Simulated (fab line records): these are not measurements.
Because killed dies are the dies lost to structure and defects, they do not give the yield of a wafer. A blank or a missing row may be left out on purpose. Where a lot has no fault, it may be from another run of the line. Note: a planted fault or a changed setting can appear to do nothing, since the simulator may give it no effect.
fab line records ; flow sky130
[record] lots = 7; wafers = 19; last_day = 50
route steps=708 shown SONOS_ONO@186 GATE_OXIDE@187 POLY_GATE@204 RES_PROTECT@206 PAD_OPEN@708
lots that met no fault: from a run of the same line without faults
start_h: hours from the record's first day to the start of the lot's first wafer shown ; wait_h: how many hours have passed since the lot's step before this one ; " unchanged from the row above ; L1.1+2: a single row standing in for several wafers ; - no value, or no start given ; * or withheld: withheld ; < > ~ a bound
route shown NAME@n: NAME is a module with steps in the file, n the number in the route of the first one ; usual: mean/standard deviation taken from wafers without a fault ; same: alike in all rows ; chamber/n: place in a boat ; sites: per-site readings ; _std_site: standard deviation across them ; _edge_site: inner sites' mean taken away from outer sites' mean ; radius_mm: how far each site lies from the wafer's centre ; mask NAME#n: copy n ; behind: the most recent tool/chamber to have shaped the wafer ; hold: cause of the lot's hold/its duration in hours/its outcome ; device: which transistor (n, p or np) failed to switch ; end of line: the route-end tests of the same wafers ; step lacking rows: just its recipe ; killed: the dies lost at the first sort to structure and to defects; this is not the yield of the wafer ; map: a wafer's dies, marking killed ones x, the rest . and places with no die _
set.NAME: the setting as run; set.NAME@STEP: as run at that earlier step ; model.NAME: the simulator's own value behind a step, which no gauge read
lots at some steps of the route; a table a step, a row a wafer
services: from which hour (start_h, from the record's first day; less than 0 if before it) a tool's chamber was out of use, for how many hours, and why
[[steps]]
[step SKY_SONOS_ONO_WET_ETCH_18]
[recipe] chemistry = H3PO4; target_depth_nm = 15; target = Si3N4; temp_c = 160; time_s = 172
[step SKY_GATE_OXIDE_CLEAN_00]
[recipe] chemistry = SC1/SC2; mix = 1:4:20; temp_c = 70; time_s = 150; dry = n2_spin
[step SKY_GATE_OXIDE_OXIDATION_01]
[recipe] temp_c = 900; ambient = O2; stabilise_s = 600; purge_s = 300; target_thk_a = 102.68; ox_time_s = 1473
[step SKY_GATE_OXIDE_THK_MEAS_02]
[recipe] reads = SiO2_of_GATE_OXIDE_OXIDATION_01
[usual] GATE_OXIDE_OXIDATION_00_THK = 10.20/0.19
lot.wafer;tool;chamber;start_h;wait_h;GATE_OXIDE_OXIDATION_00_THK[nm]
L354.1;film_metro-02;-;337.59;0.0;10.19
L354.5;film_metro-02;-;337.59;0.0;10.19
L354.6;film_metro-02;-;337.59;0.0;10.27
L353.2;film_metro-03;-;337.60;0.0;10.02
L353.4;film_metro-03;-;337.60;0.0;10.23
L353.6;film_metro-03;-;337.60;0.0;9.94
L358.1;film_metro-03;-;376.07;0.0;10.18
L358.4;film_metro-03;-;376.07;0.0;10.24
L360.1;film_metro-03;-;386.78;0.0;9.83
L360.2;film_metro-03;-;386.78;0.0;9.80
L360.3;film_metro-03;-;386.78;0.0;9.90
L362.2;film_metro-03;-;394.27;0.0;10.10
L362.5;film_metro-03;-;394.27;0.0;10.14
L367.1;film_metro-02;-;444.44;0.0;10.16
L367.3;film_metro-02;-;444.44;0.0;10.19
L367.6;film_metro-02;-;444.44;0.0;9.88
L368.1;film_metro-02;-;448.40;0.0;10.01
L368.2;film_metro-02;-;448.40;0.0;9.78
L368.6;film_metro-02;-;448.40;0.0;9.88
[step SKY_GATE_OXIDE_DEHYDRATE_03]
[recipe] temp_c = 200; time_s = 60
[step SKY_GATE_OXIDE_HMDS_04]
[recipe] prime_time_s = 60; prime_temp_c = 120
[step SKY_GATE_OXIDE_COAT_05]
[recipe] resist = NOVOLAK; spin_rpm = 3000; resist_thk_nm = 1140
[step SKY_GATE_OXIDE_SOFTBAKE_06]
[recipe] temp_c = 90; time_s = 60; resist = NOVOLAK
[step SKY_GATE_OXIDE_EXPOSE_07]
[recipe] mask_id = LVOM; na = 0.6; source_shape = conventional; sigma_outer = 0.6; polarization = unpolarized; target_cd_nm = 600; dose_mj = 170
[step SKY_GATE_OXIDE_PEB_08]
[recipe] temp_c = withheld; time_s = *; resist = NOVOLAK
[step SKY_GATE_OXIDE_DEVELOP_09]
[recipe] resist = NOVOLAK; developer = TMAH; develop_time_s = 60; dev_temp_c = 23
[step SKY_GATE_OXIDE_OVL_MEAS_10]
[usual] GATE_OXIDE_OVL = 0.8/1.3
lot.wafer;tool;chamber;start_h;wait_h;GATE_OXIDE_OVL[nm]
L353.2;overlay-01;-;363.53;0.1;1.6
L353.4;overlay-01;-;363.53;0.1;0.4
L353.6;overlay-01;-;363.53;0.1;0.1
L354.1;overlay-01;-;364.11;0.1;1.9
L354.5;overlay-01;-;364.11;0.1;-0.1
L354.6;overlay-01;-;364.11;0.1;1.0
L358.1;overlay-02;-;404.98;0.1;2.4
L358.4;overlay-02;-;404.98;0.1;-0.3
L360.1;overlay-01;-;416.43;0.1;1.4
L360.2;overlay-01;-;416.43;0.1;1.3
L360.3;overlay-01;-;416.43;0.1;-0.5
L362.2;overlay-01;-;424.33;0.1;3.1
L362.5;overlay-01;-;424.33;0.1;0.5
L367.1;overlay-02;-;475.26;0.1;-1.8
L367.3;overlay-02;-;475.26;0.1;-2.4
L367.6;overlay-02;-;475.26;0.1;0.3
L368.1;overlay-01;-;479.28;0.1;-2.3
L368.2;overlay-01;-;479.28;0.1;-0.1
L368.6;overlay-01;-;479.28;0.1;-2.6
[step SKY_GATE_OXIDE_IMPLANT_11]
[recipe] species = B; energy_kev = 10; dose_cm2 = 2.6e+12; tilt_deg = withheld
[usual] dose_ions_cm2 = 2.5992e+12/2.8e+09
lot.wafer;tool;chamber;start_h;wait_h;dose_ions_cm2
L353.2;implanter-04;0;363.59;0.0;2.6022e+12
L353.4;implanter-04;0;363.59;0.0;2.6042e+12
L353.6;implanter-04;0;363.59;0.0;2.5998e+12
L354.1;implanter-04;0;364.15;0.0;2.5986e+12
L354.5;implanter-04;0;364.15;0.0;2.5964e+12
L354.6;implanter-04;0;364.15;0.0;2.601e+12
L358.1;implanter-04;0;405.01;0.0;2.5972e+12
L358.4;implanter-04;0;405.01;0.0;2.5978e+12
L360.1;implanter-04;0;416.47;0.0;2.6023e+12
L360.2;implanter-04;0;416.47;0.0;2.5986e+12
L360.3;implanter-04;0;416.47;0.0;2.5978e+12
L362.2;implanter-04;0;424.39;0.0;2.5919e+12
L362.5;implanter-04;0;424.39;0.0;2.5973e+12
L367.1;implanter-01;0;475.29;0.0;2.598e+12
L367.3;implanter-01;0;475.29;0.0;2.5996e+12
L367.6;implanter-01;0;475.29;0.0;2.5944e+12
L368.1;implanter-03;0;479.31;0.0;2.5987e+12
L368.2;implanter-03;0;479.31;0.0;2.6005e+12
L368.6;implanter-03;0;479.31;0.0;2.602e+12
[step SKY_GATE_OXIDE_WET_ETCH_12]
[recipe] chemistry = dHF; target_depth_nm = 16.8; dry = n2_spin; target = SiO2; dilution = 100:1; temp_c = 25; time_s = 336
[step SKY_GATE_OXIDE_STRIP_13]
[recipe] chemistry = O2/N2; power_w = 1400; pressure_mtorr = 1500; platen_temp_c = withheld; o2_flow_sccm = 3000; n2_flow_sccm = 300; overash_fraction = 0.5
[usual] chamber_pressure_mTorr = 1500.0/1.8; drypump_motor_current_A = 5.7/0.51; oes_product_au = 0.716/0.0048; strip_time_to_endpoint_s = 14.23/0.04
lot.wafer;tool;chamber;start_h;wait_h;chamber_pressure_mTorr;drypump_motor_current_A;oes_product_au;rf_hours_counter_h;strip_time_to_endpoint_s
L353.2;plasma_asher-03;1;363.81;0.0;1500.2;5.9;0.721;70;14.23
L353.4;plasma_asher-03;1;363.81;0.0;1498.2;5.8;0.718;-;14.24
L353.6;plasma_asher-03;1;363.81;0.0;1498.8;5.8;0.704;-;14.25
L354.1;plasma_asher-03;0;364.40;0.0;1497.6;4.8;0.725;70;14.26
L354.5;plasma_asher-03;1;364.40;0.0;1500.1;5.8;0.720;-;14.27
L354.6;plasma_asher-03;0;364.40;0.0;1500.3;4.8;0.710;-;14.29
L358.1;plasma_asher-02;1;405.26;0.0;1499.0;5.8;0.723;71;14.24
L358.4;plasma_asher-02;1;405.26;0.0;1500.3;5.8;0.714;-;14.25
L360.1;plasma_asher-02;0;416.72;0.0;1500.1;6.0;0.712;74;14.21
L360.2;plasma_asher-02;1;416.72;0.0;1499.0;5.8;0.714;74;14.26
L360.3;plasma_asher-02;0;416.72;0.0;1499.1;6.0;0.709;-;14.23
L362.2;plasma_asher-01;1;424.61;0.0;1500.1;6.3;0.708;56;14.21
L362.5;plasma_asher-01;0;424.61;0.0;1500.7;5.2;0.716;-;14.24
L367.1;plasma_asher-02;0;475.55;0.0;1499.7;6.0;0.713;79;14.24
L367.3;plasma_asher-02;1;475.55;0.0;1502.1;5.8;0.714;-;14.20
L367.6;plasma_asher-02;0;475.55;0.0;1498.6;6.0;0.726;-;14.21
L368.1;plasma_asher-03;0;479.56;0.0;1501.1;4.8;0.717;4;14.13
L368.2;plasma_asher-03;1;479.56;0.0;1498.9;5.8;0.713;4;14.15
L368.6;plasma_asher-03;1;479.56;0.0;1497.8;5.8;0.715;-;14.16
[step SKY_GATE_OXIDE_TW_MEAS_14]
[usual] GATE_OXIDE_TW = 225.9/1.9
lot.wafer;tool;chamber;start_h;wait_h;GATE_OXIDE_TW
L353.2;film_metro-03;-;363.92;0.1;226.1
L353.4;film_metro-03;-;363.92;0.1;225.8
L353.6;film_metro-03;-;363.92;0.1;226.9
L354.1;film_metro-03;-;364.50;0.1;226.5
L354.5;film_metro-03;-;364.50;0.1;225.8
L354.6;film_metro-03;-;364.50;0.1;226.4
L358.1;film_metro-03;-;405.36;0.1;225.1
L358.4;film_metro-03;-;405.36;0.1;224.7
L360.1;film_metro-02;-;416.82;0.1;222.1
L360.2;film_metro-02;-;416.82;0.1;222.8
L360.3;film_metro-02;-;416.82;0.1;223.5
L362.2;film_metro-02;-;424.72;0.1;223.1
L362.5;film_metro-02;-;424.72;0.1;222.6
L367.1;film_metro-02;-;475.65;0.1;225.0
L367.3;film_metro-02;-;475.65;0.1;225.5
L367.6;film_metro-02;-;475.65;0.1;224.5
L368.1;film_metro-02;-;479.66;0.1;224.3
L368.2;film_metro-02;-;479.66;0.1;225.2
L368.6;film_metro-02;-;479.66;0.1;225.6
[step SKY_GATE_OXIDE_CLEAN_15]
[recipe] chemistry = SC1/SC2; mix = 1:4:20; temp_c = 70; time_s = 150; dry = n2_spin
[step SKY_GATE_OXIDE_OXIDATION_16]
[recipe] temp_c = 800; ambient = O2; idle_temp_c = 700; ramp_up_c_per_min = 10; ramp_down_c_per_min = 3; stabilise_s = 600; purge_s = 300; target_thk_a = 35.7; ox_time_s = 1915
[step SKY_POLY_GATE_CVD_00]
[recipe] material = poly-Si; target_thk_nm = 180; temp_c = 620; time_s = 720; pressure_mtorr = 200
[step SKY_POLY_GATE_THK_MEAS_01]
[recipe] reads = poly-Si_of_POLY_GATE_CVD_00
[usual] POLY_GATE_CVD_00_THK = 180.5/1.6
lot.wafer;tool;chamber;start_h;wait_h;POLY_GATE_CVD_00_THK[nm]
L354.1;film_metro-03;-;369.01;0.0;181.4
L354.5;film_metro-03;-;369.01;0.0;182.2
L354.6;film_metro-03;-;369.01;0.0;183.1
L353.2;film_metro-02;-;369.02;0.0;180.7
L353.4;film_metro-02;-;369.02;0.0;182.3
L353.6;film_metro-02;-;369.02;0.0;180.6
L358.1;film_metro-03;-;409.12;0.0;179.4
L358.4;film_metro-03;-;409.12;0.0;180.2
L360.1;film_metro-01;-;421.52;0.0;180.3
L360.2;film_metro-01;-;421.52;0.0;180.5
L360.3;film_metro-01;-;421.52;0.0;180.7
L362.2;film_metro-02;-;432.87;0.1;180.5
L362.5;film_metro-02;-;432.87;0.1;181.8
L367.1;film_metro-03;-;479.63;0.0;181.3
L367.3;film_metro-03;-;479.63;0.0;181.7
L367.6;film_metro-03;-;479.63;0.0;181.0
L368.1;film_metro-01;-;482.51;0.0;179.9
L368.2;film_metro-01;-;482.51;0.0;180.9
L368.6;film_metro-01;-;482.51;0.0;179.7
[step SKY_RES_PROTECT_DEHYDRATE_00]
[recipe] temp_c = 200; time_s = 60
[step SKY_RES_PROTECT_HMDS_01]
[recipe] prime_time_s = 60; prime_temp_c = 120
[step SKY_RES_PROTECT_COAT_02]
[recipe] resist = NOVOLAK; spin_rpm = 3000; resist_thk_nm = 1140
[step SKY_RES_PROTECT_SOFTBAKE_03]
[recipe] temp_c = 90; time_s = 60; resist = NOVOLAK
[step SKY_RES_PROTECT_EXPOSE_04]
[recipe] mask_id = RPM; na = 0.6; source_shape = conventional; sigma_outer = 0.6; polarization = unpolarized; target_cd_nm = 1270; dose_mj = 131
[step SKY_RES_PROTECT_PEB_05]
[recipe] temp_c = withheld; time_s = *; resist = NOVOLAK
[step SKY_RES_PROTECT_DEVELOP_06]
[recipe] resist = NOVOLAK; developer = TMAH; develop_time_s = 60; dev_temp_c = 23
[step SKY_POLY_GATE_IMPLANT_02]
[recipe] species = P; energy_kev = 30; dose_cm2 = 7.7e+15; tilt_deg = 0
[step SKY_RES_PROTECT_STRIP_07]
[recipe] chemistry = O2/N2; power_w = 1400; pressure_mtorr = 1500; platen_temp_c = withheld; o2_flow_sccm = 3000; n2_flow_sccm = 300; overash_fraction = 0.5
[usual] chamber_pressure_mTorr = 1500.1/1.4; drypump_motor_current_A = 5.7/0.48; oes_product_au = 0.518/0.0047; strip_time_to_endpoint_s = 23.30/0.044
lot.wafer;tool;chamber;start_h;wait_h;chamber_pressure_mTorr;drypump_motor_current_A;oes_product_au;rf_hours_counter_h;strip_time_to_endpoint_s
L354.1;plasma_asher-02;1;397.86;0.1;1500.7;5.8;0.512;70;23.29
L354.5;plasma_asher-02;1;397.86;0.1;1499.5;5.8;0.525;-;23.29
L354.6;plasma_asher-02;0;397.86;0.1;1500.6;6.0;0.513;-;23.26
L353.2;plasma_asher-04;1;397.90;0.1;1497.9;6.2;0.519;28;23.25
L353.4;plasma_asher-04;1;397.90;0.1;1500.9;6.2;0.505;-;23.29
L353.6;plasma_asher-04;0;397.90;0.1;1497.7;4.9;0.520;-;23.29
L358.1;plasma_asher-04;0;439.35;0.1;1501.4;4.9;0.523;35;23.29
L358.4;plasma_asher-04;0;439.35;0.1;1499.1;4.8;0.518;-;23.33
L360.1;plasma_asher-02;1;450.41;0.1;1500.4;5.8;0.525;77;23.24
L360.2;plasma_asher-02;0;450.41;0.1;1500.1;6.0;0.511;77;23.24
L360.3;plasma_asher-02;1;450.41;0.1;1501.5;5.8;0.520;-;23.29
L362.2;plasma_asher-03;1;463.18;0.1;1500.3;5.9;0.518;2;23.30
L362.5;plasma_asher-03;0;463.18;0.1;1498.2;4.8;0.523;-;23.30
L367.1;plasma_asher-02;0;510.43;0.1;1497.7;6.0;0.521;82;23.30
L367.3;plasma_asher-02;1;510.43;0.1;1500.7;5.8;0.519;-;23.30
L367.6;plasma_asher-02;1;510.43;0.1;1500.9;5.8;0.513;-;23.34
L368.1;plasma_asher-02;1;512.76;0.1;1499.8;5.8;0.515;83;23.21
L368.2;plasma_asher-02;0;512.76;0.1;1498.2;6.0;0.524;83;23.28
L368.6;plasma_asher-02;0;512.76;0.1;1497.9;6.0;0.519;-;23.22
[step SKY_RES_PROTECT_TW_MEAS_08]
[usual] POLY_GATE_TW = 4076/45
lot.wafer;tool;chamber;start_h;wait_h;POLY_GATE_TW
L354.1;film_metro-04;-;397.96;0.1;4111
L354.5;film_metro-04;-;397.96;0.1;4105
L354.6;film_metro-04;-;397.96;0.1;4120
L353.2;film_metro-01;-;398.01;0.1;4016
L353.4;film_metro-01;-;398.01;0.1;4027
L353.6;film_metro-01;-;398.01;0.1;4036
L358.1;film_metro-01;-;439.45;0.1;4026
L358.4;film_metro-01;-;439.45;0.1;4032
L360.1;film_metro-02;-;450.51;0.1;4039
L360.2;film_metro-02;-;450.51;0.1;4051
L360.3;film_metro-02;-;450.51;0.1;4038
L362.2;film_metro-02;-;463.29;0.1;4050
L362.5;film_metro-02;-;463.29;0.1;4042
L367.1;film_metro-02;-;510.53;0.1;4047
L367.3;film_metro-02;-;510.53;0.1;4037
L367.6;film_metro-02;-;510.53;0.1;4060
L368.1;film_metro-04;-;512.86;0.1;4134
L368.2;film_metro-04;-;512.86;0.1;4131
L368.6;film_metro-04;-;512.86;0.1;4123
[step SKY_RES_PROTECT_CLEAN_09]
[recipe] chemistry = SC1/SC2; mix = 1:4:20; temp_c = 70; time_s = 150; dry = n2_spin
[step SKY_POLY_GATE_CVD_03]
[recipe] material = Si3N4; precursor = DCS/NH3; target_thk_nm = 75; temp_c = 770; time_s = 1290; pressure_mtorr = 250
[step SKY_POLY_GATE_THK_MEAS_04]
[recipe] reads = Si3N4_of_POLY_GATE_CVD_03
[usual] POLY_GATE_CVD_03_THK = 74.8/0.62
lot.wafer;tool;chamber;start_h;wait_h;POLY_GATE_CVD_03_THK[nm]
L354.1;film_metro-02;-;399.87;0.0;75.2
L354.5;film_metro-02;-;399.87;0.0;74.5
L354.6;film_metro-02;-;399.87;0.0;75.1
L353.2;film_metro-01;-;399.88;0.0;75.0
L353.4;film_metro-01;-;399.88;0.0;74.7
L353.6;film_metro-01;-;399.88;0.0;74.6
L358.1;film_metro-02;-;442.11;0.0;74.5
L358.4;film_metro-02;-;442.11;0.0;75.1
L360.1;film_metro-03;-;451.98;0.0;75.1
L360.2;film_metro-03;-;451.98;0.0;75.2
L360.3;film_metro-03;-;451.98;0.0;75.1
L362.2;film_metro-02;-;464.75;0.0;75.9
L362.5;film_metro-02;-;464.75;0.0;75.4
L367.1;film_metro-03;-;513.00;0.0;74.1
L367.3;film_metro-03;-;513.00;0.0;74.9
L367.6;film_metro-03;-;513.00;0.0;74.7
L368.1;film_metro-02;-;516.61;0.0;74.3
L368.2;film_metro-02;-;516.61;0.0;74.2
L368.6;film_metro-02;-;516.61;0.0;74.2
[step SKY_POLY_GATE_DEHYDRATE_05]
[recipe] temp_c = 200; time_s = 60
[step SKY_POLY_GATE_HMDS_06]
[recipe] prime_time_s = 60; prime_temp_c = 120
[step SKY_POLY_GATE_COAT_07]
[recipe] resist = BARC; temp_c = withheld; time_s = withheld; spin_rpm = 3000; resist_thk_nm = 110
[step SKY_POLY_GATE_COAT_08]
[recipe] resist = KrF-thick; spin_rpm = 3000; resist_thk_nm = 450
[step SKY_POLY_GATE_SOFTBAKE_09]
[recipe] temp_c = 100; time_s = 90; resist = KrF-thick
[step SKY_POLY_GATE_EXPOSE_10]
[recipe] mask_id = P1M; na = 0.68; source_shape = conventional; sigma_outer = 0.6; target_cd_nm = 150; dose_mj = 28
[step SKY_POLY_GATE_PEB_11]
[recipe] peb_temp_c = withheld; peb_time_s = withheld; resist = KrF-thick
[step SKY_POLY_GATE_DEVELOP_12]
[recipe] develop_time_s = 60; resist = KrF-thick; dev_temp_c = 21
[step SKY_POLY_GATE_CD_MEAS_13]
[recipe] target_cd_nm = 150
[usual] cd_nm = 150.1/1.4
lot.wafer;tool;chamber;start_h;wait_h;cd_nm
L354.1;cd_sem-01;-;430.08;-;150.1
L354.5;cd_sem-01;-;430.08;-;151.9
L354.6;cd_sem-01;-;430.08;-;150.8
L353.2;cd_sem-01;-;430.28;-;151.4
L353.4;cd_sem-01;-;430.28;-;151.2
L353.6;cd_sem-01;-;430.28;-;150.8
L358.1;cd_sem-01;-;473.16;-;153.0
L358.4;cd_sem-01;-;473.16;-;151.5
L360.1;cd_sem-01;-;483.00;-;150.4
L360.2;cd_sem-01;-;483.00;-;150.6
L360.3;cd_sem-01;-;483.00;-;149.4
L362.2;cd_sem-02;-;495.88;-;151.2
L362.5;cd_sem-02;-;495.88;-;150.7
L367.1;cd_sem-02;-;542.60;-;150.1
L367.3;cd_sem-02;-;542.60;-;150.5
L367.6;cd_sem-02;-;542.60;-;150.7
L368.1;cd_sem-01;-;546.81;-;151.2
L368.2;cd_sem-01;-;546.81;-;153.4
L368.6;cd_sem-01;-;546.81;-;151.8
[step SKY_PAD_OPEN_PROBE_99]
[usual] killed_at_M0_to_M3 = 44/7.5; killed_at_M4_up = 2.9/1.8; killed_at_contacts = 24/5.1; killed_at_front_end = 16/4.7; killed_at_other = 0.3/0.46; killed_dies = 87/9.9; killed_open = 47/8; killed_short = 39/6.3
[same] gross_dies = 492; killed_at_back_side = 0
lot.wafer;tool;chamber;start_h;wait_h;killed_at_M0_to_M3;killed_at_M4_up;killed_at_contacts;killed_at_front_end;killed_at_other;killed_dies;killed_open;killed_short;model.etest.nfet_01v8.drive_ua_um_range;model.etest.pfet_01v8_lvt.vt_v_range;model.etest.pfet_01v8.vt_v_range;model.etest.nfet_01v8.vt_v_range
L354.1;prober-02;-;1117.30;0.1;41;5;14;10;0;70;31;39;6.843;0.0268;0.01808;0.007535
L354.5;prober-02;-;1117.50;0.2;43;4;32;10;1;90;41;49;9.416;0.02298;0.01747;0.00779
L354.6;prober-02;-;1117.55;0.2;30;5;14;17;1;67;28;39;10.77;0.0259;0.02486;0.008704
L353.2;prober-02;-;1122.55;0.1;38;1;17;21;0;77;36;41;10.85;0.01689;0.01749;0.01502
L353.4;prober-02;-;1122.65;0.2;58;5;13;17;0;93;48;45;6.743;0.01667;0.02336;0.007686
L353.6;prober-02;-;1122.75;0.2;39;3;22;11;1;76;32;43;9.135;0.01251;0.01303;0.008199
L358.1;prober-02;-;1145.25;0.1;44;1;23;16;0;84;45;39;13.81;0.1372;0.04882;0.01568
L358.4;prober-02;-;1145.40;0.2;35;7;15;21;1;79;36;41;16.44;0.01692;0.01452;0.0128
L360.1;prober-01;-;1153.32;0.1;53;3;19;22;0;97;51;46;23.22;0.1331;0.04889;0.01876
L360.2;prober-01;-;1153.37;0.1;41;3;28;18;0;90;51;39;8.299;0.01257;0.01147;0.01002
L360.3;prober-01;-;1153.42;0.2;31;3;19;14;0;67;35;28;9.056;0.01872;0.01515;0.009731
L362.2;prober-01;-;1156.05;0.1;41;4;22;24;0;91;42;48;8.999;0.02231;0.005642;0.01412
L362.5;prober-01;-;1156.20;0.2;32;4;24;16;0;76;40;35;18.98;0.1347;0.05466;0.02107
L367.1;prober-02;-;1184.60;0.1;40;2;24;11;0;77;38;37;8.914;0.0223;0.005934;0.01144
L367.3;prober-02;-;1184.70;0.2;35;3;22;16;0;76;39;35;6.002;0.02682;0.01515;0.007746
L367.6;prober-02;-;1184.85;0.2;40;4;26;8;0;78;48;30;7.436;0.02429;0.01113;0.01281
L368.1;prober-01;-;1190.65;0.1;46;1;30;21;0;98;57;41;11.12;0.02016;0.01464;0.01391
L368.2;prober-01;-;1190.70;0.1;55;2;30;14;1;102;56;46;9.887;0.01692;0.0124;0.008735
L368.6;prober-01;-;1190.90;0.2;62;7;28;14;0;111;65;46;11.31;0.01618;0.02119;0.01354
// killed by level:class
L354.1 VIA1:geometric_particle:open=7 METAL1:geometric_particle:short=7 CONTACT:geometric_particle:open=6 METAL2:geometric_particle:short=6 FIELD_ISO:geometric_particle:short=5 VIA2:geometric_particle:short=5 LI_CONTACT:geometric_particle:open=4 VIA3:geometric_particle:open=4
L354.5 CONTACT:geometric_particle:open=11 METAL1:geometric_particle:short=9 CONTACT:geometric_particle:short=8 METAL2:geometric_particle:short=8 LI_CONTACT:geometric_particle:open=7 VIA1:geometric_particle:open=6 VIA3:geometric_particle:open=6 VIA2:geometric_particle:open=5
L354.6 METAL2:geometric_particle:short=8 FIELD_ISO:geometric_particle:open=7 LOCAL_INTERCONNECT:geometric_particle:short=5 CONTACT:geometric_particle:open=5 FIELD_ISO:geometric_particle:short=4 METAL1:geometric_particle:short=4 POLY_GATE:geometric_particle:short=3 LI_CONTACT:geometric_particle:open=3
L353.2 VIA1:geometric_particle:open=9 FIELD_ISO:geometric_particle:short=6 POLY_GATE:geometric_particle:short=6 VIA1:geometric_particle:short=6 VIA2:geometric_particle:open=6 CONTACT:geometric_particle:open=5 METAL2:geometric_particle:short=5 VIA3:geometric_particle:open=5
L353.4 VIA1:geometric_particle:open=15 METAL3:geometric_particle:short=8 VIA3:geometric_particle:open=7 VIA1:geometric_particle:short=7 METAL1:geometric_particle:short=6 VIA2:geometric_particle:open=6 POLY_GATE:geometric_particle:open=5 METAL4:geometric_particle:short=5
L353.6 VIA1:geometric_particle:open=9 CONTACT:geometric_particle:open=8 LOCAL_INTERCONNECT:geometric_particle:short=6 VIA1:geometric_particle:short=6 METAL3:geometric_particle:short=5 METAL2:geometric_particle:short=5 VIA3:geometric_particle:open=5 CONTACT:geometric_particle:short=5
L358.1 VIA1:geometric_particle:open=10 LI_CONTACT:geometric_particle:open=7 VIA3:geometric_particle:open=7 CONTACT:geometric_particle:open=7 METAL1:geometric_particle:short=6 VIA1:geometric_particle:short=5 FIELD_ISO:geometric_particle:open=4 POLY_GATE:geometric_particle:short=4
L358.4 VIA3:geometric_particle:open=7 METAL4:geometric_particle:short=6 FIELD_ISO:geometric_particle:open=5 CONTACT:geometric_particle:open=5 METAL1:geometric_particle:short=5 VIA2:geometric_particle:open=5 POLY_GATE:geometric_particle:short=4 VIA1:geometric_particle:short=4
L360.1 VIA1:geometric_particle:open=12 FIELD_ISO:geometric_particle:short=10 CONTACT:geometric_particle:open=8 VIA3:geometric_particle:open=7 VIA3:geometric_particle:short=7 VIA2:geometric_particle:open=6 METAL2:geometric_particle:short=5 FIELD_ISO:geometric_particle:open=4
L360.2 VIA1:geometric_particle:open=12 CONTACT:geometric_particle:open=8 POLY_GATE:geometric_particle:short=7 METAL1:geometric_particle:short=7 LI_CONTACT:geometric_particle:open=6 VIA2:geometric_particle:open=6 POLY_GATE:geometric_particle:open=5 CONTACT:geometric_particle:short=5
L360.3 VIA2:geometric_particle:open=10 CONTACT:geometric_particle:short=6 VIA3:geometric_particle:open=6 CONTACT:geometric_particle:open=5 LI_CONTACT:geometric_particle:open=4 LOCAL_INTERCONNECT:geometric_particle:short=4 VIA1:geometric_particle:open=4 POLY_GATE:geometric_particle:short=3
L362.2 CONTACT:geometric_particle:open=11 FIELD_ISO:geometric_particle:short=10 METAL2:geometric_particle:short=9 VIA1:geometric_particle:open=8 LI_CONTACT:geometric_particle:open=6 METAL1:geometric_particle:short=5 POLY_GATE:geometric_particle:short=4 METAL4:geometric_particle:short=4
L362.5 CONTACT:geometric_particle:open=10 LI_CONTACT:geometric_particle:open=7 VIA2:geometric_particle:open=6 FIELD_ISO:geometric_particle:open=5 CONTACT:geometric_particle:short=4 METAL2:geometric_particle:short=4 VIA3:geometric_particle:open=4 METAL1:geometric_particle:short=4
L367.1 CONTACT:geometric_particle:open=9 VIA1:geometric_particle:open=8 LOCAL_INTERCONNECT:geometric_particle:short=6 LI_CONTACT:geometric_particle:open=5 METAL2:geometric_particle:short=5 METAL3:geometric_particle:short=5 VIA1:geometric_particle:short=4 FIELD_ISO:geometric_particle:open=3
L367.3 VIA3:geometric_particle:open=9 CONTACT:geometric_particle:open=7 VIA1:geometric_particle:open=7 LOCAL_INTERCONNECT:geometric_particle:short=6 LI_CONTACT:geometric_particle:open=5 VIA1:geometric_particle:short=4 FIELD_ISO:geometric_particle:short=3 FIELD_ISO:geometric_particle:open=3
L367.6 CONTACT:geometric_particle:open=10 VIA1:geometric_particle:open=10 VIA2:geometric_particle:open=10 LI_CONTACT:geometric_particle:open=6 METAL2:geometric_particle:short=5 LI_CONTACT:geometric_particle:short=3 LOCAL_INTERCONNECT:geometric_particle:short=3 METAL1:geometric_particle:short=3
L368.1 CONTACT:geometric_particle:open=12 VIA1:geometric_particle:open=11 LI_CONTACT:geometric_particle:open=8 POLY_GATE:geometric_particle:short=7 POLY_GATE:geometric_particle:open=6 VIA3:geometric_particle:open=6 FIELD_ISO:geometric_particle:open=5 CONTACT:geometric_particle:short=5
L368.2 CONTACT:geometric_particle:open=15 VIA1:geometric_particle:open=12 LI_CONTACT:geometric_particle:open=8 METAL2:geometric_particle:short=8 METAL1:geometric_particle:short=7 VIA2:geometric_particle:open=7 POLY_GATE:geometric_particle:short=6 VIA1:geometric_particle:short=6
L368.6 CONTACT:geometric_particle:open=14 VIA1:geometric_particle:open=13 VIA3:geometric_particle:open=12 VIA1:geometric_particle:short=10 METAL1:geometric_particle:short=7 LI_CONTACT:geometric_particle:open=5 LOCAL_INTERCONNECT:geometric_particle:short=5 FIELD_ISO:geometric_particle:open=4
[[services]]
tool;chamber;start_h;hours;kind
plasma_asher-01;-;366.47;4.3;pm
implanter-03;-;371.56;1.6;repair
plasma_asher-01;-;374.77;24.6;pm
plasma_asher-01;-;399.42;15.6;pm
plasma_asher-03;-;402.37;28.1;pm
plasma_asher-02;-;416.96;1.8;repair
plasma_asher-03;-;430.47;9.0;pm
plasma_asher-03;0;430.47;9.0;vent_cycle
plasma_asher-03;1;430.47;9.0;vent_cycle
implanter-03;-;431.88;1.6;repair
plasma_asher-02;-;431.94;6.0;repair
plasma_asher-03;0;439.47;-;clean
plasma_asher-03;1;439.47;-;clean
implanter-01;-;459.96;3.3;pm
plasma_asher-03;-;475.91;0.8;repair
implanter-04;-;480.13;4.5;pm
implanter-04;-;492.84;2.3;repair
implanter-01;-;506.77;0.8;repair
[[key]]
first_sign none at tools or gauges
[model_effect] step = SKY_PAD_OPEN_PROBE_99; value = etest.nfet_01v8.drive_ua_um_range; without = 9.076; struck = 18.67
met_at SKY_GATE_OXIDE_IMPLANT_11
struck_wafers L358.1,L360.1,L362.5
tester_left_out L358,L360,L362
onset_between 364.15 405.01
[fault] kind = process_parameter_drift; tool = implanter-04; chamber = -; onset_h = 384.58; steps = SKY_GATE_OXIDE_IMPLANT_11; channel = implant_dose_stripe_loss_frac; offset = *; shape = step; end_h = 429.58; scope = struck_wafers_only
// tester_left_out: of these lots the tester's yield and bins aren't shown, on N5 and GAA mostly nor the transistor test; their killed dies are dies lost to structure and defects alone, not to doping, threshold or leakage, so they don't give the yield
